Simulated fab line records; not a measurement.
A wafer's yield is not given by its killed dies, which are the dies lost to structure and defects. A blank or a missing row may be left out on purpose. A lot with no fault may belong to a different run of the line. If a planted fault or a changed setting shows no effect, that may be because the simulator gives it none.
fab line records	flow sky130
[record] lots = 12	wafers = 36	lastDay = 50
route steps=708 shown VIA1@472 METAL2@483 PAD_OPEN@708
lots that met no fault: from a run of the same line without faults
startH: hours from the record's first day to the start of the lot's first wafer shown	waitH: hours elapsed since this lot's preceding step	" unchanged from the row above	L1.1+2: one row covering several wafers at once	- no value, or no start given	* or withheld: withheld	< > ~ a bound
route shown NAME@n: NAME is a module with steps in the file, n the number in the route of the first one	usual: average and standard deviation across the fault-free wafers	same: alike in all rows	chamber/n: place in a boat	sites: the reading at each site	_std_site: how widely they spread, as a standard deviation	_edge_site: inner sites' mean taken away from outer sites' mean	radiusMm: for every site, how far away it sits from the centre of the wafer	mask NAME#n: copy n	behind: the last tool/chamber to shape the wafer	hold: the reason the lot was held/the length of the hold in hours/how it ended	device: which transistor (n, p or np) failed to switch	end of line: the tests these same wafers got at the end of their route	a step without rows: its recipe alone	killed: dies lost to structure and defects at the first sort, not the wafer's yield	map: dies across one wafer; x = killed, . = not, _ = none there
set.NAME: the setting that was run; set.NAME@STEP: the one run at that earlier step	model.NAME: the simulator's own value behind a step, which no gauge read
steps of the route over a sample of lots; a table a step, a row a wafer
services: when a tool's chamber went out of use (startH, in hours from the record's first day, below 0 if earlier), for how many hours, and the reason
[[steps]]
[step SKY_VIA1_ETCH_14]
[recipe] chemistry = N2/H2	target = BARC	ionEnergyEv = 200	sourceW = 500	biasW = 100	pressureMtorr = 30	n2FlowSccm = 100	h2FlowSccm = 200	stopOn = SiO2	timeS = 45.9	targetDepthA = 600
[usual] biasW = 99.96/0.3	drypumpMotorCurrentA = 5.9/0.44	n2FlowSccm = 100.1/0.31	oesProductAu = 0.855/0.0048	throttleValvePct = 13.225/0.009
lot.wafer	tool	chamber	startH	waitH	biasW	drypumpMotorCurrentA	n2FlowSccm	oesProductAu	rfHoursCounterH	throttleValvePct
L497.3	rieDiel-02	2	831.36	0.0	99.76	5.3	100.0	0.851	15	13.229
L497.5	"	3	"	"	100.11	5.7	99.2	0.852	-	13.225
L497.6	"	2	"	"	99.79	5.3	100.3	0.846	-	13.240
L500.1	rieDiel-01	2	832.08	0.0	100.05	5.7	100.2	0.857	19	13.225
L500.3	"	3	"	"	100.24	5.1	100.1	0.866	12	13.217
L500.4	"	1	"	"	100.23	6.0	100.0	0.852	25	13.232
L498.1	rieDiel-02	1	838.33	0.0	99.74	6.5	100.5	0.853	9	13.222
L498.4	"	2	"	"	99.73	5.4	100.1	0.852	15	13.226
L498.5	"	1	"	"	99.67	6.5	100.3	0.848	-	13.228
L502.3	rieDiel-02	1	848.76	0.0	100.37	6.5	100.4	0.866	10	13.234
L502.5	"	0	"	"	100.44	5.8	99.7	0.858	-	13.224
L502.6	"	3	"	"	100.24	5.7	100.4	0.849	-	13.217
L501.4	rieDiel-01	1	850.45	0.0	99.88	6.1	100.0	0.853	25	13.233
L501.5	"	0	"	"	100.03	6.2	100.1	0.854	-	13.223
L501.6	"	3	"	"	100.24	5.1	99.7	0.852	-	13.225
L504.3	rieDiel-03	3	863.31	0.0	99.98	6.4	99.9	0.858	12	13.222
L504.4	"	3	"	"	99.93	6.3	99.6	0.846	-	13.233
L504.5	"	0	"	"	99.98	6.1	100.2	0.859	-	13.224
L505.3	rieDiel-01	1	872.65	0.0	99.77	6.1	99.9	0.859	26	13.244
L505.5	"	3	"	"	99.96	5.1	99.9	0.856	-	13.234
L505.6	"	1	"	"	99.96	6.1	100.3	0.851	-	13.217
L508.1	rieDiel-03	2	893.07	0.0	99.96	6.5	99.8	0.854	5	13.235
L508.3	"	0	"	"	99.60	6.1	99.7	0.855	18	13.235
L508.5	"	1	"	"	100.34	5.9	99.9	0.859	-	13.218
L514.1	rieDiel-02	3	931.06	0.0	100.02	5.7	100.4	0.859	9	13.219
L514.4	"	1	"	"	99.68	6.5	100.0	0.855	12	13.226
L514.6	"	1	"	"	100.02	6.5	100.7	0.849	-	13.223
L516.2	rieDiel-01	2	951.05	0.0	100.10	5.8	99.8	0.860	22	13.228
L516.3	"	1	"	"	100.12	6.0	99.7	0.857	28	13.211
L516.4	"	3	"	"	100.15	5.1	99.8	0.862	16	13.226
L517.4	rieDiel-03	1	956.21	0.0	100.23	5.9	99.8	0.862	0	13.214
L517.5	"	3	"	"	99.99	6.3	99.5	0.858	-	13.231
L517.6	"	0	"	"	100.11	6.2	100.2	0.855	-	13.220
L519.2	rieDiel-02	3	965.66	0.0	100.29	5.7	100.0	0.852	10	13.217
L519.3	"	0	"	"	100.46	5.8	100.0	0.860	22	13.231
L519.6	"	2	"	"	100.18	5.3	100.3	0.856	-	13.222
[step SKY_VIA1_ETCH_15]
[recipe] target = SiO2	chemistry = C4F8/O2/Ar	targetDepthNm = 351	stopOn = TiN	maskMaterial = KrF-thick	sourceW = 1500	biasW = 1200	pressureMtorr = 40	c4f8FlowSccm = withheld	O2_flow_sccm = 6	Ar_flow_sccm = 300	timeS = 54
[usual] biasW = 1200/3.5	oesProductAu = 0.981/0.006
lot.wafer	tool	chamber	startH	waitH	biasW	oesProductAu
L497.3	rieDiel-02	2	831.40	0.0	1206	0.983
L497.5	"	3	"	"	1198	0.989
L497.6	"	2	"	"	1201	0.979
L500.1	rieDiel-01	2	832.13	0.0	1199	0.988
L500.3	"	3	"	"	1200	0.983
L500.4	"	1	"	"	1203	0.972
L498.1	rieDiel-02	1	838.37	0.0	1196	0.980
L498.4	"	2	"	"	1197	0.983
L498.5	"	1	"	"	1196	0.981
L502.3	rieDiel-02	1	848.80	0.0	1201	0.980
L502.5	"	0	"	"	1196	0.984
L502.6	"	3	"	"	1204	0.982
L501.4	rieDiel-01	1	850.49	0.0	1198	0.979
L501.5	"	0	"	"	1206	0.988
L501.6	"	3	"	"	1198	0.974
L504.3	rieDiel-03	3	863.35	0.0	1200	0.967
L504.4	"	3	"	"	1198	0.979
L504.5	"	0	"	"	1192	0.982
L505.3	rieDiel-01	1	872.70	0.0	1200	0.977
L505.5	"	3	"	"	1196	0.986
L505.6	"	1	"	"	1203	0.980
L508.1	rieDiel-03	2	893.11	0.0	1204	0.983
L508.3	"	0	"	"	1201	0.986
L508.5	"	1	"	"	1203	0.983
L514.1	rieDiel-02	3	931.10	0.0	1201	0.985
L514.4	"	1	"	"	1191	0.984
L514.6	"	1	"	"	1202	0.978
L516.2	rieDiel-01	2	951.09	0.0	1203	0.985
L516.3	"	1	"	"	1200	0.983
L516.4	"	3	"	"	1201	0.986
L517.4	rieDiel-03	1	956.25	0.0	1207	0.983
L517.5	"	3	"	"	1204	0.981
L517.6	"	0	"	"	1194	0.987
L519.2	rieDiel-02	3	965.70	0.0	1196	0.978
L519.3	"	0	"	"	1191	0.978
L519.6	"	2	"	"	1200	0.969
[step SKY_METAL2_SPUTTER_00]
[recipe] material = Ti	targetThkNm = 15	powerW = 3000	timeS = 10	chamberPressurePa = 0.4
[usual] cathodeDcPowerW = 3000.0/0.58	throttleValvePct = 30.3/1.2
lot.wafer	tool	chamber	startH	waitH	cathodeDcPowerW	throttleValvePct
L497.3	pvdSputter-01	-	832.67	0.1	3000.5	29.7
L497.5	"	-	"	"	2999.8	31.9
L497.6	"	-	"	"	3001.2	31.0
L500.1	pvdSputter-04	-	833.46	0.2	3000.2	28.7
L500.3	"	-	"	"	2999.5	31.6
L500.4	"	-	"	"	2999.6	30.9
L498.1	pvdSputter-01	-	839.83	0.1	3000.7	29.9
L498.4	"	-	"	"	3000.3	31.1
L498.5	"	-	"	"	2999.2	30.4
L502.3	pvdSputter-01	-	850.15	0.2	3000.3	31.9
L502.5	"	-	"	"	3000.9	30.6
L502.6	"	-	"	"	2999.2	30.8
L501.4	pvdSputter-01	-	851.80	0.2	3000.1	31.9
L501.5	"	-	"	"	3000.0	29.7
L501.6	"	-	"	"	3000.9	32.0
L504.3	pvdSputter-03	-	864.63	0.1	3000.8	31.5
L504.4	"	-	"	"	2999.9	29.8
L504.5	"	-	"	"	3000.3	28.0
L505.3	pvdSputter-01	-	874.07	0.1	3000.7	29.8
L505.5	"	-	"	"	2999.7	29.8
L505.6	"	-	"	"	2999.8	30.2
L508.1	pvdSputter-03	-	894.41	0.2	2999.1	32.2
L508.3	"	-	"	"	3000.1	28.3
L508.5	"	-	"	"	3000.9	30.2
L514.1	pvdSputter-04	-	932.46	0.2	3000.4	30.9
L514.4	"	-	"	"	3000.2	28.3
L514.6	"	-	"	"	3000.7	28.3
L516.2	pvdSputter-04	-	952.36	0.2	3000.4	30.7
L516.3	"	-	"	"	2999.1	28.8
L516.4	"	-	"	"	3000.2	31.6
L517.4	pvdSputter-01	-	957.52	0.2	3001.5	30.2
L517.5	"	-	"	"	3000.4	31.1
L517.6	"	-	"	"	2999.6	31.8
L519.2	pvdSputter-01	-	967.01	0.2	2999.9	31.0
L519.3	"	-	"	"	2999.9	29.7
L519.6	"	-	"	"	3000.1	29.5
[step SKY_METAL2_DEVELOP_14]
[recipe] developTimeS = 60	resist = KrF-thick	devTempC = 21
[usual] developerTempC = 21.01/0.1
lot.wafer	tool	chamber	startH	waitH	developerTempC
L497.3	lithoTrack-01	0	858	-	21.01
L497.5	"	0	"	"	21.08
L497.6	"	0	"	"	20.99
L500.1	lithoTrack-04	0	860	-	20.98
L500.3	"	0	"	"	20.89
L500.4	"	0	"	"	21.12
L498.1	lithoTrack-02	0	865	-	21.03
L498.4	"	0	"	"	21.00
L498.5	"	0	"	"	21.13
L502.3	lithoTrack-04	0	875	-	21.83
L502.5	"	0	"	"	21.85
L502.6	"	0	"	"	21.81
L501.4	lithoTrack-02	0	878	-	20.96
L501.5	"	0	"	"	20.97
L501.6	"	0	"	"	21.08
L504.3	lithoTrack-04	0	890	-	21.87
L504.4	"	0	"	"	21.83
L504.5	"	0	"	"	22.06
L505.3	lithoTrack-02	0	899	-	20.86
L505.5	"	0	"	"	20.83
L505.6	"	0	"	"	20.85
L508.1	lithoTrack-01	0	919	-	21.06
L508.3	"	0	"	"	20.96
L508.5	"	0	"	"	20.90
L514.1	lithoTrack-04	0	956	-	20.94
L514.4	"	0	"	"	21.16
L514.6	"	0	957	-	20.94
L516.2	lithoTrack-04	0	975	-	21.00
L516.3	"	0	"	"	21.14
L516.4	"	0	"	"	20.99
L517.4	lithoTrack-04	0	981	-	21.18
L517.5	"	0	"	"	21.05
L517.6	"	0	"	"	21.21
L519.2	lithoTrack-01	0	990	-	20.84
L519.3	"	0	"	"	20.88
L519.6	"	0	"	"	21.01
[step SKY_PAD_OPEN_PROBE_99]
[usual] defectLimitedYield = 82.2/1.9	killed_at_M0_to_M3 = 44/6.7	killed_at_M4_up = 3.1/1.8	killedAtContacts = 24/5.1	killedAtFrontEnd = 16/4.7	killedAtOther = 0.3/0.59	killedDies = 88/9.6	killedOpen = 48/7.3	killedShort = 39/6.5	sort_bin_3_pad_short = 0.9/0.43	sort_bin_5_function = 10.6/1.6	sort_bin_6_memory = 6.3/1.1	sortNPass = 404/9.6	sortYieldPct = 82.2/1.9
[same] grossDies = 492	killedAtBackSide = 0	sort_bin_4_leakage[%] = 0	sort_bin_8_speed[%] = 0
lot.wafer	tool	chamber	startH	waitH	defectLimitedYield[%]	killed_at_M0_to_M3	killed_at_M4_up	killedAtContacts	killedAtFrontEnd	killedAtOther	killedDies	killedOpen	killedShort	sort_bin_3_pad_short[%]	sort_bin_5_function[%]	sort_bin_6_memory[%]	sortNPass	sortYieldPct[%]
L500.1	prober-02	-	1105.77	0.1	84.6	47	3	17	9	0	76	43	33	1.2	9.3	4.9	416	84.6
L500.3	prober-02	-	1105.87	0.2	81.7	36	1	27	26	0	90	56	34	0	11.2	7.1	402	81.7
L500.4	prober-02	-	1105.92	0.2	81.1	49	2	31	11	0	93	60	33	0	13.4	5.5	399	81.1
L497.3	prober-01	-	1106.04	0.2	81.5	51	4	19	14	3	91	42	49	1.2	10.2	7.1	401	81.5
L497.5	prober-01	-	1106.14	0.2	80.7	39	4	26	25	1	95	47	46	1.0	10.6	7.7	397	80.7
L497.6	prober-01	-	1106.19	0.2	80.3	44	5	28	20	0	97	53	44	1.4	12.0	6.3	395	80.3
L498.1	prober-01	-	1111.38	0.1	82.9	51	4	19	10	0	84	45	39	0.6	8.9	7.5	408	82.9
L498.4	prober-01	-	1111.53	0.2	85.0	43	2	18	11	0	74	38	36	0.2	9.6	5.3	418	85.0
L498.5	prober-01	-	1111.58	0.2	85.4	46	2	14	10	0	72	41	31	0.8	8.5	5.3	420	85.4
L502.3	prober-02	-	1117.25	0.2	85.0	41	6	18	9	0	74	50	24	0.2	9.3	5.5	418	85.0
L502.5	prober-02	-	1117.35	0.2	82.7	36	5	26	18	0	85	46	39	1.0	8.9	7.3	407	82.7
L502.6	prober-02	-	1117.40	0.2	83.9	38	4	19	18	0	79	39	38	1.0	9.6	5.5	413	83.9
L501.4	prober-01	-	1121.61	0.2	81.9	43	3	22	21	0	89	46	43	1.2	11.2	5.7	403	81.9
L501.5	prober-01	-	1121.66	0.2	80.7	45	6	18	24	2	95	49	46	1.0	11.8	6.5	397	80.7
L501.6	prober-01	-	1121.71	0.2	82.1	42	5	28	13	0	88	55	33	1.2	9.1	7.5	404	82.1
L504.3	prober-01	-	1131.37	0.2	83.7	38	5	26	11	0	80	42	38	0.8	9.8	5.7	412	83.7
L504.4	prober-01	-	1131.42	0.2	83.9	41	3	25	10	0	79	30	49	1.2	8.3	6.5	413	83.9
L505.3	prober-02	-	1139.95	0.2	81.1	49	4	24	16	0	93	53	39	1.0	11.2	6.7	399	81.1
L505.5	prober-02	-	1140.05	0.2	80.5	53	2	31	10	0	96	56	40	0.4	12.8	6.3	396	80.5
L505.6	prober-02	-	1140.10	0.2	80.5	52	4	27	13	0	96	51	44	0.2	13.0	6.3	396	80.5
L508.1	prober-01	-	1154.91	0.1	80.9	43	4	30	17	0	94	52	42	0.2	12.2	6.7	398	80.9
L508.3	prober-01	-	1155.01	0.2	86.2	36	0	15	17	0	68	34	34	1.0	6.5	6.3	424	86.2
L508.5	prober-01	-	1155.11	0.2	79.7	57	3	24	16	0	100	50	50	1.2	13.0	6.1	392	79.7
L514.1	prober-01	-	1179.91	0.1	81.7	44	3	23	20	0	90	50	40	1.4	11.2	5.7	402	81.7
L514.4	prober-01	-	1180.06	0.2	82.5	46	2	27	10	1	86	46	40	1.0	10.2	6.3	406	82.5
L514.6	prober-01	-	1180.16	0.2	82.7	47	2	23	13	0	85	51	34	0.2	10.0	7.1	407	82.7
L516.2	prober-01	-	1194.10	0.1	83.3	47	4	15	14	2	82	50	32	0.4	9.3	6.9	410	83.3
L516.3	prober-01	-	1194.15	0.2	83.9	37	7	21	14	0	79	42	37	0.6	11.0	4.5	413	83.9
L516.4	prober-01	-	1194.20	0.2	81.3	51	1	22	18	0	92	44	48	1.0	10.4	7.3	400	81.3
L517.4	prober-02	-	1197.57	0.2	80.9	45	7	20	22	0	94	53	41	0.8	10.6	7.7	398	80.9
L517.5	prober-02	-	1197.62	0.2	82.9	41	4	27	12	0	84	46	38	1.2	9.6	6.3	408	82.9
L517.6	prober-02	-	1197.67	0.2	85.0	37	1	22	14	0	74	32	42	0.8	9.6	4.7	418	85.0
L519.2	prober-02	-	1205.02	0.1	80.5	42	4	30	19	1	96	60	36	1.0	12.2	6.3	396	80.5
L519.3	prober-02	-	1205.07	0.2	82.1	42	2	30	14	0	88	49	39	0.8	10.4	6.7	404	82.1
L519.6	prober-02	-	1205.22	0.2	81.9	47	3	24	15	0	89	51	38	1.8	11.6	4.7	403	81.9
// killed by level:class
L500.1 VIA1:geometricParticle:open=14 CONTACT:geometricParticle:open=10 VIA2:geometricParticle:open=9 METAL2:geometricParticle:short=7 VIA3:geometricParticle:short=4 FIELD_ISO:geometricParticle:short=3 LI_CONTACT:geometricParticle:short=3 METAL4:geometricParticle:short=3
L500.3 CONTACT:geometricParticle:short=10 CONTACT:geometricParticle:open=9 FIELD_ISO:geometricParticle:open=7 VIA1:geometricParticle:open=7 LI_CONTACT:geometricParticle:open=6 VIA2:geometricParticle:open=6 VIA2:geometricParticle:short=6 VIA3:geometricParticle:open=6
L500.4 CONTACT:geometricParticle:open=13 VIA3:geometricParticle:open=10 LI_CONTACT:geometricParticle:open=9 VIA1:geometricParticle:open=9 METAL1:geometricParticle:short=6 VIA1:geometricParticle:short=6 FIELD_ISO:geometricParticle:open=5 VIA2:geometricParticle:open=5
L497.3 METAL1:geometricParticle:short=12 CONTACT:geometricParticle:open=11 VIA3:geometricParticle:open=7 METAL2:geometricParticle:short=7 METAL3:geometricParticle:short=7 VIA2:geometricParticle:open=5 POLY_GATE:geometricParticle:short=4 VIA3:geometricParticle:short=4
L497.5 CONTACT:geometricParticle:open=10 LI_CONTACT:geometricParticle:open=6 VIA1:geometricParticle:open=6 FIELD_ISO:geometricParticle:open=5 VIA2:geometricParticle:open=5 POLY_GATE:geometricParticle:short=5 METAL2:geometricParticle:short=5 POLY_GATE:geometricParticle:open=4
L497.6 METAL1:geometricParticle:short=9 LI_CONTACT:geometricParticle:open=9 CONTACT:geometricParticle:open=9 POLY_GATE:geometricParticle:open=7 VIA2:geometricParticle:open=7 CONTACT:geometricParticle:short=6 VIA1:geometricParticle:open=6 VIA3:geometricParticle:open=5
L498.1 VIA1:geometricParticle:open=11 VIA2:geometricParticle:open=10 METAL2:geometricParticle:short=7 METAL3:geometricParticle:short=7 LOCAL_INTERCONNECT:geometricParticle:short=5 CONTACT:geometricParticle:open=5 VIA3:geometricParticle:open=5 POLY_GATE:geometricParticle:open=4
L498.4 VIA2:geometricParticle:open=8 METAL1:geometricParticle:short=6 LI_CONTACT:geometricParticle:open=6 CONTACT:geometricParticle:open=6 VIA1:geometricParticle:open=6 METAL2:geometricParticle:short=6 VIA1:geometricParticle:short=5 VIA3:geometricParticle:open=5
L498.5 VIA2:geometricParticle:open=12 VIA1:geometricParticle:open=8 CONTACT:geometricParticle:open=7 VIA3:geometricParticle:open=6 METAL1:geometricParticle:short=6 METAL2:geometricParticle:short=5 LOCAL_INTERCONNECT:geometricParticle:short=4 POLY_GATE:geometricParticle:short=3
L502.3 VIA1:geometricParticle:open=12 LI_CONTACT:geometricParticle:open=9 VIA3:geometricParticle:open=9 VIA2:geometricParticle:open=7 LI_CONTACT:geometricParticle:short=5 VIA3:geometricParticle:short=5 FIELD_ISO:geometricParticle:open=4 VIA1:geometricParticle:short=4
L502.5 CONTACT:geometricParticle:open=10 METAL2:geometricParticle:short=8 LI_CONTACT:geometricParticle:open=7 FIELD_ISO:geometricParticle:open=6 LOCAL_INTERCONNECT:geometricParticle:short=6 VIA2:geometricParticle:open=6 FIELD_ISO:geometricParticle:short=5 VIA2:geometricParticle:short=5
L502.6 CONTACT:geometricParticle:open=9 VIA3:geometricParticle:open=6 FIELD_ISO:geometricParticle:short=5 CONTACT:geometricParticle:short=5 VIA1:geometricParticle:open=5 METAL2:geometricParticle:short=5 FIELD_ISO:geometricParticle:open=4 POLY_GATE:geometricParticle:open=4
L501.4 VIA1:geometricParticle:open=12 CONTACT:geometricParticle:open=9 FIELD_ISO:geometricParticle:open=6 METAL1:geometricParticle:short=6 POLY_GATE:geometricParticle:short=5 LI_CONTACT:geometricParticle:open=5 LOCAL_INTERCONNECT:geometricParticle:short=5 METAL2:geometricParticle:short=5
L501.5 VIA1:geometricParticle:open=7 METAL2:geometricParticle:short=7 FIELD_ISO:geometricParticle:open=6 CONTACT:geometricParticle:open=6 METAL1:geometricParticle:short=6 VIA1:geometricParticle:short=6 VIA3:geometricParticle:short=6 LI_CONTACT:geometricParticle:open=5
L501.6 VIA2:geometricParticle:open=12 LI_CONTACT:geometricParticle:open=11 CONTACT:geometricParticle:open=9 VIA1:geometricParticle:open=9 FIELD_ISO:geometricParticle:open=5 VIA1:geometricParticle:short=5 POLY_GATE:geometricParticle:short=4 METAL2:geometricParticle:short=4
L504.3 CONTACT:geometricParticle:open=11 CONTACT:geometricParticle:short=7 METAL2:geometricParticle:short=7 VIA1:geometricParticle:short=7 VIA1:geometricParticle:open=7 LI_CONTACT:geometricParticle:open=6 FIELD_ISO:geometricParticle:open=4 VIA2:geometricParticle:open=4
L504.4 VIA1:geometricParticle:open=8 METAL1:geometricParticle:short=7 CONTACT:geometricParticle:short=6 LI_CONTACT:geometricParticle:open=5 LOCAL_INTERCONNECT:geometricParticle:short=5 METAL3:geometricParticle:short=5 LI_CONTACT:geometricParticle:short=4 CONTACT:geometricParticle:open=4
L505.3 VIA1:geometricParticle:open=13 CONTACT:geometricParticle:open=10 VIA1:geometricParticle:short=9 VIA2:geometricParticle:open=9 VIA3:geometricParticle:open=6 LOCAL_INTERCONNECT:geometricParticle:short=5 FIELD_ISO:geometricParticle:short=4 FIELD_ISO:geometricParticle:open=4
L505.5 VIA1:geometricParticle:open=11 VIA2:geometricParticle:open=10 LI_CONTACT:geometricParticle:open=10 CONTACT:geometricParticle:open=10 METAL1:geometricParticle:short=10 METAL2:geometricParticle:short=5 VIA3:geometricParticle:short=5 VIA3:geometricParticle:open=5
L505.6 VIA1:geometricParticle:open=17 LI_CONTACT:geometricParticle:open=8 VIA2:geometricParticle:open=8 METAL1:geometricParticle:short=7 LI_CONTACT:geometricParticle:short=6 VIA2:geometricParticle:short=5 CONTACT:geometricParticle:open=5 METAL2:geometricParticle:short=5
L508.1 VIA1:geometricParticle:open=11 LI_CONTACT:geometricParticle:open=9 VIA2:geometricParticle:open=9 CONTACT:geometricParticle:open=8 CONTACT:geometricParticle:short=7 FIELD_ISO:geometricParticle:open=6 METAL2:geometricParticle:short=5 POLY_GATE:geometricParticle:short=5
L508.3 METAL2:geometricParticle:short=11 CONTACT:geometricParticle:open=8 VIA1:geometricParticle:open=7 FIELD_ISO:geometricParticle:open=6 FIELD_ISO:geometricParticle:short=5 VIA3:geometricParticle:open=5 VIA2:geometricParticle:open=4 POLY_GATE:geometricParticle:short=3
L508.5 CONTACT:geometricParticle:open=12 VIA1:geometricParticle:open=11 METAL1:geometricParticle:short=10 VIA3:geometricParticle:open=7 FIELD_ISO:geometricParticle:short=6 VIA2:geometricParticle:open=6 LI_CONTACT:geometricParticle:short=5 VIA2:geometricParticle:short=5
L514.1 CONTACT:geometricParticle:open=9 METAL1:geometricParticle:short=7 POLY_GATE:geometricParticle:open=7 LI_CONTACT:geometricParticle:open=7 VIA1:geometricParticle:open=6 VIA1:geometricParticle:short=6 VIA3:geometricParticle:open=6 VIA2:geometricParticle:open=5
L514.4 CONTACT:geometricParticle:open=11 VIA1:geometricParticle:open=9 METAL2:geometricParticle:short=8 LI_CONTACT:geometricParticle:open=7 VIA3:geometricParticle:open=7 VIA1:geometricParticle:short=6 CONTACT:geometricParticle:short=5 FIELD_ISO:geometricParticle:short=4
L514.6 VIA1:geometricParticle:open=13 CONTACT:geometricParticle:open=8 VIA3:geometricParticle:open=7 LOCAL_INTERCONNECT:geometricParticle:short=6 LI_CONTACT:geometricParticle:open=5 METAL1:geometricParticle:short=5 VIA2:geometricParticle:open=5 FIELD_ISO:geometricParticle:open=4
L516.2 VIA1:geometricParticle:open=10 VIA3:geometricParticle:open=8 VIA2:geometricParticle:open=7 FIELD_ISO:geometricParticle:open=5 CONTACT:geometricParticle:open=5 LI_CONTACT:geometricParticle:open=4 METAL1:geometricParticle:open=4 METAL2:geometricParticle:short=4
L516.3 VIA1:geometricParticle:open=8 CONTACT:geometricParticle:open=7 VIA2:geometricParticle:open=7 LI_CONTACT:geometricParticle:open=6 METAL1:geometricParticle:short=5 FIELD_ISO:geometricParticle:short=4 POLY_GATE:geometricParticle:open=4 VIA2:geometricParticle:short=4
L516.4 VIA2:geometricParticle:open=9 METAL1:geometricParticle:short=9 VIA1:geometricParticle:short=8 FIELD_ISO:geometricParticle:open=6 VIA3:geometricParticle:open=6 LI_CONTACT:geometricParticle:short=5 LI_CONTACT:geometricParticle:open=5 CONTACT:geometricParticle:open=5
L517.4 VIA1:geometricParticle:open=16 VIA2:geometricParticle:open=8 CONTACT:geometricParticle:short=6 CONTACT:geometricParticle:open=6 POLY_GATE:geometricParticle:short=5 VIA3:geometricParticle:open=5 METAL4:geometricParticle:short=5 FIELD_ISO:geometricParticle:short=4
L517.5 VIA1:geometricParticle:open=9 LOCAL_INTERCONNECT:geometricParticle:short=8 METAL2:geometricParticle:short=7 POLY_GATE:geometricParticle:open=6 CONTACT:geometricParticle:open=6 VIA2:geometricParticle:open=6 LI_CONTACT:geometricParticle:open=5 LI_CONTACT:geometricParticle:short=4
L517.6 METAL1:geometricParticle:short=8 CONTACT:geometricParticle:open=6 FIELD_ISO:geometricParticle:short=5 VIA1:geometricParticle:short=5 LI_CONTACT:geometricParticle:open=5 VIA1:geometricParticle:open=5 VIA3:geometricParticle:open=5 POLY_GATE:geometricParticle:open=4
L519.2 VIA1:geometricParticle:open=16 CONTACT:geometricParticle:open=14 LI_CONTACT:geometricParticle:open=10 POLY_GATE:geometricParticle:short=6 POLY_GATE:geometricParticle:open=5 METAL2:geometricParticle:short=5 VIA2:geometricParticle:open=5 VIA3:geometricParticle:open=4
L519.3 CONTACT:geometricParticle:open=11 CONTACT:geometricParticle:short=7 VIA1:geometricParticle:open=7 VIA3:geometricParticle:open=7 METAL2:geometricParticle:short=6 POLY_GATE:geometricParticle:open=5 VIA2:geometricParticle:open=5 LI_CONTACT:geometricParticle:open=4
L519.6 VIA2:geometricParticle:open=12 CONTACT:geometricParticle:open=8 VIA1:geometricParticle:open=8 VIA3:geometricParticle:open=7 METAL1:geometricParticle:short=7 POLY_GATE:geometricParticle:short=6 LI_CONTACT:geometricParticle:open=6 CONTACT:geometricParticle:short=5
[[services]]
tool	chamber	startH	hours	kind
rieDiel-01	-	822.17	1.6	repair
rieDiel-01	-	823.73	0.3	repair
rieDiel-01	0	829.36	2.4	repair
pvdSputter-01	-	849.05	0.9	repair
rieDiel-02	1	849.71	6.3	repair
rieDiel-03	1	856.05	11.5	repair
pvdSputter-04	-	862.47	0.6	repair
rieDiel-01	2	862.50	14.0	repair
pvdSputter-03	-	883.22	1.0	repair
rieDiel-03	-	895.47	0.6	repair
rieDiel-01	3	903.31	7.0	repair
pvdSputter-04	-	919.20	0.9	repair
rieDiel-03	1	928.08	-	clean
rieDiel-03	1	928.08	-	consumableReplace:showerhead
rieDiel-03	1	928.08	15.8	scheduledDown
rieDiel-03	1	928.08	15.8	ventCycle
pvdSputter-03	-	939.55	3.3	repair
rieDiel-02	2	941.32	6.2	repair
rieDiel-01	1	956.77	-	clean
rieDiel-01	1	956.77	15.3	scheduledDown
rieDiel-01	1	956.77	15.3	ventCycle
rieDiel-02	3	967.10	8.3	repair
rieDiel-03	3	975.32	7.8	repair
rieDiel-03	3	987.66	3.5	repair
[[key]]
[firstSign] step = SKY_METAL2_DEVELOP_14	reading = developerTempC	direction = up	sigmas = 8.2	usual = *	struck = *
effect none on later readings
metAt SKY_METAL2_DEVELOP_14
struckLots L502,L504
rowsEnd L504.5
notActingAt SKY_VIA1_ETCH_14,SKY_VIA1_ETCH_15,SKY_METAL2_SPUTTER_00
onsetBetween 860 875
[fault] kind = processParameterDrift	tool = lithoTrack-04	chamber = -	onsetH = 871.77	steps = SKY_METAL2_DEVELOP_14	channel = devTempC	offset = *	shape = step	endH = 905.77	actsIn = *	stated = *
// rowsEnd: these wafers met a further fault down the route, and their rows from its step on are left out
